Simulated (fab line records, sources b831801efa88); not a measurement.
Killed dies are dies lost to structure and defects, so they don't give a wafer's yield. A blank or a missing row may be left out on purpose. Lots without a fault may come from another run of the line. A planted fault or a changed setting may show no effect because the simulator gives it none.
Split-lot experiment | flow sky130 | 5 lots, 23 wafers read, on a route of 708 steps

THE SPLIT
At SKY_GATE_OXIDE_IMPLANT_11, the setting dose_cm2 was moved away from the recipe's 2.6e+12 on 8 of the 23 wafers read, by -6.3% to +7.2%. The other wafers ran this setting at the recipe's value.

FROM THE SPLIT TO THE READING: what the file shows between them, 2 steps
- SKY_GATE_OXIDE_WET_ETCH_12: etches SiO2 in dHF, target depth 16.8 nm, time 336 s
- SKY_GATE_OXIDE_STRIP_13: strips in O2/N2

THE READING
GATE_OXIDE_TW, at SKY_GATE_OXIDE_TW_MEAS_14. Fault-free wafers of this fab line usually give 223.9, standard deviation 0.94.

wafer  | tool, chamber at the split | dose_cm2 as run | against the recipe | GATE_OXIDE_TW | against lot-mates on the recipe
L076.1 | implanter-03, 0            | 2.6e+12         | recipe             | 224.2         | -
L076.2 | implanter-03, 0            | 2.6e+12         | recipe             | 223.0         | -
L076.3 | implanter-03, 0            | 2.787e+12       | +7.2%              | 228.0         | +4.1
L076.5 | implanter-03, 0            | 2.787e+12       | +7.2%              | 227.4         | +3.5
L076.6 | implanter-03, 0            | 2.6e+12         | recipe             | 224.6         | -
L080.1 | implanter-02, 0            | 2.6e+12         | recipe             | 222.2         | -
L080.3 | implanter-02, 0            | 2.6e+12         | recipe             | 223.3         | -
L080.4 | implanter-02, 0            | 2.6e+12         | recipe             | 223.3         | -
L080.5 | implanter-02, 0            | 2.6e+12         | recipe             | 223.1         | -
L080.6 | implanter-02, 0            | 2.6e+12         | recipe             | 222.7         | -
L082.1 | implanter-03, 0            | 2.6e+12         | recipe             | 223.3         | -
L082.2 | implanter-03, 0            | 2.678e+12       | +3.0%              | 226.1         | +1.9
L082.3 | implanter-03, 0            | 2.6e+12         | recipe             | 225.0         | -
L082.5 | implanter-03, 0            | 2.678e+12       | +3.0%              | 226.4         | +2.2
L082.6 | implanter-03, 0            | 2.678e+12       | +3.0%              | 225.6         | +1.4
L083.4 | implanter-04, 0            | 2.6e+12         | recipe             | 224.6         | -
L083.5 | implanter-04, 0            | 2.6e+12         | recipe             | 224.2         | -
L083.6 | implanter-04, 0            | 2.6e+12         | recipe             | 225.0         | -
L085.2 | implanter-04, 0            | 2.435e+12       | -6.3%              | 219.7         | -3.9
L085.3 | implanter-04, 0            | 2.435e+12       | -6.3%              | 220.2         | -3.4
L085.4 | implanter-04, 0            | 2.6e+12         | recipe             | 222.5         | -
L085.5 | implanter-04, 0            | 2.6e+12         | recipe             | 224.7         | -
L085.6 | implanter-04, 0            | 2.435e+12       | -6.3%              | 219.1         | -4.5

THE FIT
A straight line over all 23 wafers: GATE_OXIDE_TW changes by +0.618 for each +1% of dose_cm2; r = +0.93; the points scatter about the line by 0.84.
The same after taking each lot's own level away (the mean of its wafers on the recipe; 23 wafers): +0.582 for each +1%; r = +0.96; scatter 0.62.
On that fit, the largest move of dose_cm2 shifts the reading by 4.2.
The lots' own levels span 222.92 to 224.60, that is 1.8 times the standard deviation above.
So the lot-to-lot level changes the slope little: the two slopes agree.
Check: with one of the wafers moved furthest among these (+7.2%) left out of the fit, the line predicts +4.16 for it against its lot-mates. It came out at +4.07 against them.

OTHER SPLITS ON THESE WAFERS
These wafers also went through other splits before the reading. Each is held against what the fit with the lots' levels taken away leaves over:
other split on the same wafers                | wafers away from the commonest value | r with GATE_OXIDE_TW (lot level and that fit taken away)
SKY_VT_ADJUST_NCORE_DEVELOP_06 develop_time_s | 9                                    | +0.19
SKY_VT_ADJUST_HVTR_COAT_02 resist_thk_nm      | 8                                    | +0.18
SKY_VT_ADJUST_HVTR_STRIP_10 power_w           | 4                                    | +0.07
SKY_VT_ADJUST_PCH_IMPLANT_08 energy_kev       | 10                                   | +0.03
SKY_SONOS_TUNNEL_COAT_02 resist_thk_nm        | 11                                   | +0.12
SKY_SONOS_TUNNEL_IMPLANT_09 energy_kev        | 6                                    | +0.20
SKY_SONOS_ONO_CVD_04 pressure_mtorr           | 18                                   | +0.10

THE FILE'S OWN FIT
GATE_OXIDE_TW changes by +0.573 for each +1% of dose_cm2, r = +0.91.
